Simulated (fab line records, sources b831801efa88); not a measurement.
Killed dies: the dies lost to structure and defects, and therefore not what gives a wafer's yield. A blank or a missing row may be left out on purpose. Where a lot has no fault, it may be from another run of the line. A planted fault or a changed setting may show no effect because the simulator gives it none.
Which tool did it? / flow sky130 / Sampling: 10 lots, 30 wafers, 6 of 708 route steps

## WHAT THE GAUGES SHOWED, per wafer
SKY_LI_CONTACT_THK_MEAS_01.
lot=L254; measured=day 29 17:14; on=film_metro-03; LI_CONTACT_HDPCVD_THK (nm)=924 932 928
lot=L253; measured=day 29 17:22; on=film_metro-04; LI_CONTACT_HDPCVD_THK (nm)=953 946 950
lot=L255; measured=day 29 18:51; on=film_metro-01; LI_CONTACT_HDPCVD_THK (nm)=923 921 927
lot=L259; measured=day 31 03:14; on=film_metro-03; LI_CONTACT_HDPCVD_THK (nm)=935 938 931
lot=L263; measured=day 32 21:53; on=film_metro-04; LI_CONTACT_HDPCVD_THK (nm)=913 917 917
lot=L264; measured=day 32 23:05; on=film_metro-04; LI_CONTACT_HDPCVD_THK (nm)=926 921 927
lot=L266; measured=day 33 06:56; on=film_metro-01; LI_CONTACT_HDPCVD_THK (nm)=921 928 929
lot=L270; measured=day 34 18:59; on=film_metro-01; LI_CONTACT_HDPCVD_THK (nm)=923 923 940
lot=L271; measured=day 35 15:12; on=film_metro-01; LI_CONTACT_HDPCVD_THK (nm)=935 934 928
lot=L272; measured=day 35 16:11; on=film_metro-01; LI_CONTACT_HDPCVD_THK (nm)=944 917 928

SKY_LOCAL_INTERCONNECT_RS_MEAS_01: the measuring method here is four-point-probe.
lot=L254; measured=day 30 23:11; on=film_metro-03; LOCAL_INTERCONNECT_TIN_RS (ohm/sq)=14.25 14.27 14.22
lot=L253; measured=day 30 23:19; on=film_metro-04; LOCAL_INTERCONNECT_TIN_RS (ohm/sq)=13.90 14.24 14.02
lot=L255; measured=day 31 00:35; on=film_metro-04; LOCAL_INTERCONNECT_TIN_RS (ohm/sq)=13.93 13.97 14.08
lot=L259; measured=day 32 08:40; on=film_metro-03; LOCAL_INTERCONNECT_TIN_RS (ohm/sq)=14.11 14.29 14.08
lot=L263; measured=day 34 02:53; on=film_metro-02; LOCAL_INTERCONNECT_TIN_RS (ohm/sq)=14.12 14.30 14.85
lot=L264; measured=day 34 04:39; on=film_metro-04; LOCAL_INTERCONNECT_TIN_RS (ohm/sq)=14.27 14.76 14.89
lot=L266; measured=day 34 11:46; on=film_metro-03; LOCAL_INTERCONNECT_TIN_RS (ohm/sq)=14.11 14.27 14.82
lot=L270; measured=day 35 22:34; on=film_metro-03; LOCAL_INTERCONNECT_TIN_RS (ohm/sq)=13.87 13.75 14.04
lot=L271; measured=day 36 19:29; on=film_metro-03; LOCAL_INTERCONNECT_TIN_RS (ohm/sq)=13.96 14.09 14.07
lot=L272; measured=day 36 20:28; on=film_metro-02; LOCAL_INTERCONNECT_TIN_RS (ohm/sq)=13.99 13.97 13.97

SKY_LOCAL_INTERCONNECT_THK_MEAS_02: measures by xrf.
lot=L254; measured=day 30 23:18; on=film_metro-03; LOCAL_INTERCONNECT_TIN_THK (nm)=99.3 99.7 99.2
lot=L253; measured=day 30 23:26; on=film_metro-04; LOCAL_INTERCONNECT_TIN_THK (nm)=104.0 101.9 102.6
lot=L255; measured=day 31 00:41; on=film_metro-04; LOCAL_INTERCONNECT_TIN_THK (nm)=104.4 103.3 102.1
lot=L259; measured=day 32 08:46; on=film_metro-03; LOCAL_INTERCONNECT_TIN_THK (nm)=101.1 99.5 101.5
lot=L263; measured=day 34 02:59; on=film_metro-02; LOCAL_INTERCONNECT_TIN_THK (nm)=100.5 99.0 95.6
lot=L264; measured=day 34 04:46; on=film_metro-04; LOCAL_INTERCONNECT_TIN_THK (nm)=100.6 97.2 96.5
lot=L266; measured=day 34 11:53; on=film_metro-03; LOCAL_INTERCONNECT_TIN_THK (nm)=100.7 99.6 95.9
lot=L270; measured=day 35 22:40; on=film_metro-03; LOCAL_INTERCONNECT_TIN_THK (nm)=102.2 102.7 100.7
lot=L271; measured=day 36 19:36; on=film_metro-03; LOCAL_INTERCONNECT_TIN_THK (nm)=101.3 100.3 100.8
lot=L272; measured=day 36 20:34; on=film_metro-02; LOCAL_INTERCONNECT_TIN_THK (nm)=100.9 101.1 101.7

## WHAT TOOL EACH LOT RAN ON (gives the tool, then ch and the chambers of the sampled wafers, and finally the start)
lot=L254; SKY_RES_XHIGH_STRIP_08=plasma_asher-01 ch 0,1, day 28 11:18; SKY_LI_CONTACT_CVD_21=cvd_w-01 ch 0,1, day 30 22:31; SKY_LOCAL_INTERCONNECT_SPUTTER_00=pvd_sputter-02, day 30 23:07
lot=L253; SKY_RES_XHIGH_STRIP_08=plasma_asher-01 ch 0,1, day 28 11:38; SKY_LI_CONTACT_CVD_21=cvd_w-02 ch 0,1, day 30 22:38; SKY_LOCAL_INTERCONNECT_SPUTTER_00=pvd_sputter-01, day 30 23:14
lot=L255; SKY_RES_XHIGH_STRIP_08=plasma_asher-02 ch 0,1, day 28 13:43; SKY_LI_CONTACT_CVD_21=cvd_w-01 ch 0,1, day 30 23:55; SKY_LOCAL_INTERCONNECT_SPUTTER_00=pvd_sputter-02, day 31 00:28
lot=L259; SKY_RES_XHIGH_STRIP_08=plasma_asher-03 ch 0,1, day 29 22:25; SKY_LI_CONTACT_CVD_21=cvd_w-01 ch 0,1, day 32 08:00; SKY_LOCAL_INTERCONNECT_SPUTTER_00=pvd_sputter-02, day 32 08:34
lot=L263; SKY_RES_XHIGH_STRIP_08=plasma_asher-02 ch 0,1, day 31 18:04; SKY_LI_CONTACT_CVD_21=cvd_w-02 ch 0,1, day 34 02:13; SKY_LOCAL_INTERCONNECT_SPUTTER_00=pvd_sputter-02, day 34 02:47
lot=L264; SKY_RES_XHIGH_STRIP_08=plasma_asher-02 ch 0,1, day 31 19:38; SKY_LI_CONTACT_CVD_21=cvd_w-01 ch 0, day 34 03:58; SKY_LOCAL_INTERCONNECT_SPUTTER_00=pvd_sputter-02, day 34 04:34
lot=L266; SKY_RES_XHIGH_STRIP_08=plasma_asher-03 ch 0,1, day 32 02:30; SKY_LI_CONTACT_CVD_21=cvd_w-02 ch 0,1, day 34 11:05; SKY_LOCAL_INTERCONNECT_SPUTTER_00=pvd_sputter-02, day 34 11:41
lot=L270; SKY_RES_XHIGH_STRIP_08=plasma_asher-01 ch 0,1, day 33 15:24; SKY_LI_CONTACT_CVD_21=cvd_w-02 ch 1, day 35 21:52; SKY_LOCAL_INTERCONNECT_SPUTTER_00=pvd_sputter-01, day 35 22:29
lot=L271; SKY_RES_XHIGH_STRIP_08=plasma_asher-01 ch 0,1, day 34 11:24; SKY_LI_CONTACT_CVD_21=cvd_w-02 ch 0,1, day 36 18:37; SKY_LOCAL_INTERCONNECT_SPUTTER_00=pvd_sputter-01, day 36 19:25
lot=L272; SKY_RES_XHIGH_STRIP_08=plasma_asher-02 ch 0,1, day 34 12:32; SKY_LI_CONTACT_CVD_21=cvd_w-01 ch 0,1, day 36 19:46; SKY_LOCAL_INTERCONNECT_SPUTTER_00=pvd_sputter-02, day 36 20:23
- SKY_RES_XHIGH_STRIP_08: strips in O2/N2.
- SKY_LI_CONTACT_CVD_21: deposits W, target thk 400 nm, time 120.56 s.
- SKY_LOCAL_INTERCONNECT_SPUTTER_00: material TiN, target thk 100 nm, time 83.3 s.

## WHAT THE TOOLS THEMSELVES READ (means of the sampled wafers that have a number; where no wafer has one, the mark that the record gives instead)
SKY_RES_XHIGH_STRIP_08.
lot=L254; tool=plasma_asher-01; drypump_motor_current_A (A)=6.0; oes_product_au (a.u.)=0.708; strip_time_to_endpoint_s (s)=14.25
lot=L253; tool=plasma_asher-01; drypump_motor_current_A (A)=6.0; oes_product_au (a.u.)=0.708; strip_time_to_endpoint_s (s)=14.24
lot=L255; tool=plasma_asher-02; drypump_motor_current_A (A)=5.5; oes_product_au (a.u.)=0.709; strip_time_to_endpoint_s (s)=14.29
lot=L259; tool=plasma_asher-03; drypump_motor_current_A (A)=5.4; oes_product_au (a.u.)=0.713; strip_time_to_endpoint_s (s)=14.21
lot=L263; tool=plasma_asher-02; drypump_motor_current_A (A)=5.5; oes_product_au (a.u.)=0.713; strip_time_to_endpoint_s (s)=14.24
lot=L264; tool=plasma_asher-02; drypump_motor_current_A (A)=5.4; oes_product_au (a.u.)=0.710; strip_time_to_endpoint_s (s)=14.29
lot=L266; tool=plasma_asher-03; drypump_motor_current_A (A)=5.4; oes_product_au (a.u.)=0.710; strip_time_to_endpoint_s (s)=14.28
lot=L270; tool=plasma_asher-01; drypump_motor_current_A (A)=6.2; oes_product_au (a.u.)=0.713; strip_time_to_endpoint_s (s)=14.21
lot=L271; tool=plasma_asher-01; drypump_motor_current_A (A)=6.1; oes_product_au (a.u.)=0.711; strip_time_to_endpoint_s (s)=14.26
lot=L272; tool=plasma_asher-02; drypump_motor_current_A (A)=5.4; oes_product_au (a.u.)=0.710; strip_time_to_endpoint_s (s)=14.30

SKY_LI_CONTACT_CVD_21.
lot=L254; tool=cvd_w-01; heater_power_w (W)=838
lot=L253; tool=cvd_w-02; heater_power_w (W)=780
lot=L255; tool=cvd_w-01; heater_power_w (W)=858
lot=L259; tool=cvd_w-01; heater_power_w (W)=835
lot=L263; tool=cvd_w-02; heater_power_w (W)=814
lot=L264; tool=cvd_w-01; heater_power_w (W)=848
lot=L266; tool=cvd_w-02; heater_power_w (W)=790
lot=L270; tool=cvd_w-02; heater_power_w (W)=843
lot=L271; tool=cvd_w-02; heater_power_w (W)=821
lot=L272; tool=cvd_w-01; heater_power_w (W)=854

SKY_LOCAL_INTERCONNECT_SPUTTER_00.
lot=L254; tool=pvd_sputter-02; cathode_dc_power_W (W)=6499.0; chamber_pressure_pa (Pa)=0.3991; throttle_valve_pct (%)=30.3
lot=L253; tool=pvd_sputter-01; cathode_dc_power_W (W)=6499.7; chamber_pressure_pa (Pa)=0.4001; throttle_valve_pct (%)=29.1
lot=L255; tool=pvd_sputter-02; cathode_dc_power_W (W)=6500.3; chamber_pressure_pa (Pa)=0.3990; throttle_valve_pct (%)=28.6
lot=L259; tool=pvd_sputter-02; cathode_dc_power_W (W)=6500.1; chamber_pressure_pa (Pa)=0.3991; throttle_valve_pct (%)=28.7
lot=L263; tool=pvd_sputter-02; cathode_dc_power_W (W)=6385.3; chamber_pressure_pa (Pa)=0.3994; throttle_valve_pct (%)=29.3
lot=L264; tool=pvd_sputter-02; cathode_dc_power_W (W)=6269.6; chamber_pressure_pa (Pa)=0.3993; throttle_valve_pct (%)=28.4
lot=L266; tool=pvd_sputter-02; cathode_dc_power_W (W)=6384.9; chamber_pressure_pa (Pa)=0.3995; throttle_valve_pct (%)=29.7
lot=L270; tool=pvd_sputter-01; cathode_dc_power_W (W)=6500.4; chamber_pressure_pa (Pa)=0.3998; throttle_valve_pct (%)=29.1
lot=L271; tool=pvd_sputter-01; cathode_dc_power_W (W)=6500.3; chamber_pressure_pa (Pa)=0.3998; throttle_valve_pct (%)=30.0
lot=L272; tool=pvd_sputter-02; cathode_dc_power_W (W)=6499.1; chamber_pressure_pa (Pa)=0.4000; throttle_valve_pct (%)=28.8

## THE ANSWER, worked out from the rows above alone
Rule: the usual values come from the lots themselves. Put in order of their means at a reading, lots are off if they are a third of the lots or fewer, leave a main group of 4 or more, and stand apart from it by a gap of 3 or more times the standard deviation of the main group's means; of several such gaps the widest counts. A main group whose means are all the same, to the digits that the tables above print for the reading, isn't used. Also off: a lot with no number at a reading for which 4 or more lots have one. All remaining lots with rows at the step are treated as sound. After the gauges, taken in route order, come the tools' own readings; for these a lot's mean is taken, as printed above. At the first step where some lot is off, the reading lying furthest off is the one used; lots without a number count as furthest.
Off: L263, L264, L266 (SKY_LOCAL_INTERCONNECT_SPUTTER_00, cathode_dc_power_W). Main group: mean 6499.8 W, sd 0.54.
If a tool, at that step or one of the process steps before it, ran each lot that is off and ran no sound lot following the first of them, it fits. None of those tried fits.

## WHAT THE SIMULATOR PUT IN
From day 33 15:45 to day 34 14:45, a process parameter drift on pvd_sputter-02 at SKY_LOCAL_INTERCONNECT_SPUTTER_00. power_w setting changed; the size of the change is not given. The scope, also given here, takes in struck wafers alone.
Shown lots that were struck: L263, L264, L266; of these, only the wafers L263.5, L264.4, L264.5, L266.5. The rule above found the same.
